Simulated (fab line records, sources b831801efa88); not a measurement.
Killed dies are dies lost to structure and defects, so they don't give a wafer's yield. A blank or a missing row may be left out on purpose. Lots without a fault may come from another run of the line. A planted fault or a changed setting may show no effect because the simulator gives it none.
Chamber matching | flow sky130 | SKY_CONTACT_CMP_27 on cmp-01: 4 sister chambers
The step polishes, stops on SiO2, t overpolish 15 s, target thk 0 nm. 14 wafers are shown with their chamber, then 7 later ones without.

WAFERS WITH THEIR CHAMBER
wafer  | chamber | motor_current_A (A) | overpolish_run_s (s) | time_to_endpoint_s (s)
L585.1 | 3       | 10.7                | 15.011               | 80.3
L585.5 | 3       | 11.4                | 14.999               | 81.5
L585.6 | 0       | 10.4                | 15.006               | 82.5
L597.1 | 1       | 9.6                 | 14.988               | 79.6
L597.2 | 3       | 11.6                | 15.014               | 77.5
L597.3 | 2       | 13.6                | 14.993               | 84.9
L598.1 | 1       | 10.2                | 14.993               | 79.2
L598.3 | 2       | 13.5                | 14.994               | 82.0
L598.6 | 0       | 9.8                 | 14.986               | 86.0
L603.4 | 1       | 9.9                 | 14.989               | 83.0
L603.5 | 1       | 10.3                | 14.997               | 79.3
L603.6 | 2       | 13.1                | 15.008               | 80.8
L604.1 | 2       | 13.9                | 15.015               | 79.7
L604.3 | 0       | 10.5                | 14.989               | 81.9

SIGNATURES (means of the wafers above)
reading            | chamber 0 | chamber 1 | chamber 2 | chamber 3 | scatter within a chamber
motor_current_A    | 10.233    | 10.000    | 13.525    | 11.233    | 0.369
overpolish_run_s   | 14.99367  | 14.99175  | 15.00250  | 15.00800  | 0.00871
time_to_endpoint_s | 83.467    | 80.275    | 81.850    | 79.767    | 2.08
Rule: a wafer's distance from a chamber is the root of the sum, over the readings, of the square of ((its reading less the chamber's mean) divided by the reading's scatter). The wafer belongs to the nearest chamber; if the next one is less than 2 further off, it can't be placed. The scatter: the root of (the sum of the squares of (reading less its chamber's mean) over the shown wafers, divided by (wafers less chambers)).

WAFERS WITHOUT THEIR CHAMBER
wafer  | motor_current_A (A) | overpolish_run_s (s) | time_to_endpoint_s (s)
L604.5 | 10.8                | 15.004               | 79.6
L605.2 | 10.2                | 14.993               | 85.5
L605.3 | 11.2                | 14.988               | 79.4
L605.6 | 9.8                 | 15.003               | 84.9
L606.2 | 10.4                | 15.008               | 86.6
L606.3 | 9.6                 | 15.001               | 86.0
L606.5 | 10.5                | 15.012               | 83.0

WHICH CHAMBER EACH WENT THROUGH
wafer  | from the rows above          | in truth
L604.5 | can't be placed: 3 or 1 or 0 | 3
L605.2 | can't be placed: 0 or 1      | 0
L605.3 | can't be placed: 3 or 1 or 0 | 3
L605.6 | can't be placed: 0 or 1      | 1
L606.2 | can't be placed: 0 or 1 or 3 | 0
L606.3 | can't be placed: 0 or 1      | 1
L606.5 | can't be placed: 0 or 3 or 1 | 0
Placed correctly: 0 of 7. Can't be placed from these rows: 7 (the true chamber is among the candidates in 7). Placed wrongly: 0.
